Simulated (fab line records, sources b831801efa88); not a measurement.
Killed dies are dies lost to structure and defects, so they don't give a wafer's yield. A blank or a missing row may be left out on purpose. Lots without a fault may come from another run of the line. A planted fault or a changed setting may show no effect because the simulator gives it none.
Which tool did it? | flow gf180mcu | 14 lots, 42 wafers sampled, at 4 steps of a route of 602

WHAT THE GAUGES READ, wafer by wafer
GF_V1_BOW_MEAS_05.
lot  | measured     | on            | V1_BOW (um)
L701 | day 17 03:00 | film_metro-04 | 91 82 80
L702 | day 17 13:03 | film_metro-02 | 79 94 91
L707 | day 19 12:25 | film_metro-04 | 92 83 80
L708 | day 19 17:57 | film_metro-03 | 83 72 87
L710 | day 20 15:16 | film_metro-04 | 86 93 95
L711 | day 21 00:13 | film_metro-04 | 75 85 90
L712 | day 21 10:38 | film_metro-02 | 74 67 72
L714 | day 22 02:47 | film_metro-03 | 97 85 83
L715 | day 22 09:28 | film_metro-04 | 74 93 78
L717 | day 23 03:19 | film_metro-04 | 81 82 82
L718 | day 23 07:04 | film_metro-02 | 75 76 75
L721 | day 24 09:10 | film_metro-04 | 92 96 90
L723 | day 24 22:45 | film_metro-03 | 82 90 87
L724 | day 25 03:16 | film_metro-02 | 95 84 79

GF_V2_THK_MEAS_03.
lot  | measured     | on            | V2_CVD_02_THK (nm)
L701 | day 19 04:35 | film_metro-02 | 840 835 856
L702 | day 19 15:33 | film_metro-01 | 840 849 845
L707 | day 21 15:22 | film_metro-01 | 854 852 859
L708 | day 21 19:19 | film_metro-03 | 847 837 850
L710 | day 22 17:23 | film_metro-03 | 837 845 848
L711 | day 23 02:18 | film_metro-03 | 854 853 853
L712 | day 23 12:18 | film_metro-03 | 848 857 865
L714 | day 24 03:39 | film_metro-01 | 846 851 850
L715 | day 24 09:23 | film_metro-03 | 858 856 866
L717 | day 25 02:53 | film_metro-02 | 843 818 844
L718 | day 25 05:52 | film_metro-02 | 849 858 857
L721 | day 26 05:52 | film_metro-03 | 853 856 854
L723 | day 26 20:00 | film_metro-01 | 858 849 857
L724 | day 26 23:49 | film_metro-03 | 865 873 864

GF_V2_OVL_MEAS_15.
lot  | measured     | on         | V2_OVL (nm)
L701 | day 20 05:43 | overlay-02 | 5 1 4
L702 | day 20 15:41 | overlay-02 | -2 3 2
L707 | day 22 15:13 | overlay-01 | -3 -8 -5
L708 | day 22 19:37 | overlay-01 | 7 8 15
L710 | day 23 16:25 | overlay-01 | -7 -8 -3
L711 | day 24 01:43 | overlay-01 | -5 3 -4
L712 | day 24 11:23 | overlay-02 | -5 5 10
L714 | day 25 02:16 | overlay-01 | -1 -3 -12
L715 | day 25 07:44 | overlay-02 | 0 7 9
L717 | day 26 00:56 | overlay-01 | -9 5 -9
L718 | day 26 04:06 | overlay-01 | -3 -1 4
L721 | day 27 02:28 | overlay-01 | -6 4 -3
L723 | day 27 17:00 | overlay-01 | -14 -17 -16
L724 | day 27 19:58 | overlay-02 | 3 -9 -2

WHICH TOOL RAN EACH LOT (tool, then ch and the chambers of the sampled wafers, then the start)
lot  | GF_NWELL_IMPLANT_09
L701 | implanter-03 ch 0, day 3 08:22
L702 | implanter-01 ch 0, day 3 16:08
L707 | implanter-01 ch 0, day 4 16:32
L708 | implanter-04 ch 0, day 4 21:19
L710 | implanter-01 ch 0, day 5 07:13
L711 | implanter-03 ch 0, day 5 14:08
L712 | implanter-03 ch 0, day 5 22:31
L714 | implanter-04 ch 0, day 6 07:22
L715 | implanter-01 ch 0, day 6 11:47
L717 | implanter-01 ch 0, day 7 00:13
L718 | implanter-03 ch 0, day 7 04:20
L721 | implanter-03 ch 0, day 7 22:17
L723 | implanter-04 ch 0, day 8 06:34
L724 | implanter-04 ch 0, day 8 12:37
- GF_NWELL_IMPLANT_09

WHAT THE TOOLS THEMSELVES READ (means of the sampled wafers that have a number; where no wafer has one, the mark that the record gives instead)
GF_NWELL_IMPLANT_09.
lot  | tool         | beam_energy_keV
L701 | implanter-03 | 159.94
L702 | implanter-01 | 160.00
L707 | implanter-01 | 160.02
L708 | implanter-04 | 160.04
L710 | implanter-01 | 160.07
L711 | implanter-03 | 160.02
L712 | implanter-03 | 159.99
L714 | implanter-04 | 160.02
L715 | implanter-01 | 159.98
L717 | implanter-01 | 160.04
L718 | implanter-03 | 143.71
L721 | implanter-03 | 143.62
L723 | implanter-04 | 160.07
L724 | implanter-04 | 159.91

THE ANSWER, worked out from the rows above alone
Rule: what is usual is taken from the lots themselves. Put in order of their means at a reading, lots are off if they are a third of the lots or fewer, leave a main group of 4 or more, and stand apart from it by a gap of 3 or more times the standard deviation of the main group's means; of several such gaps the widest counts. A main group whose means are all the same, to the digits that the tables above print for the reading, isn't used. A lot without any number at a reading at which 4 lots or more have one is off too. The other lots that the step has rows for count as sound. The gauges are gone through in route order, then the tools' own readings, and for those a lot's mean is taken as printed above. The first step at which some lot is off is used, and at that step the reading that is off furthest; a lot without a number counts as furthest.
Off: L718, L721, at GF_NWELL_IMPLANT_09 (beam_energy_keV). The main group: mean 160.01, standard deviation 0.046.
A tool fits if, at that step or a process step before it, it ran every lot that is off, and no sound lot after the first of them. One fits: implanter-03 at GF_NWELL_IMPLANT_09. Its last sound lot is L712 (day 5 22:31), its first lot that is off L718 (day 7 04:20): a fault that began between those two fits.
The tool's own readings at GF_NWELL_IMPLANT_09 bear it out: on the lots that are off they differ by more than 5 times the standard deviation of the sound lots' means. beam_energy_keV reads 143.67 there against 160.01 on the sound lots.

WHAT THE SIMULATOR HAD PUT IN
Process parameter drift: implanter-03, from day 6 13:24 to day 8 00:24, at GF_NWELL_IMPLANT_09. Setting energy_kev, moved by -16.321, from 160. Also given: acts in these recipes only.
Lots struck among those shown: L718, L721. The rule above found the same.
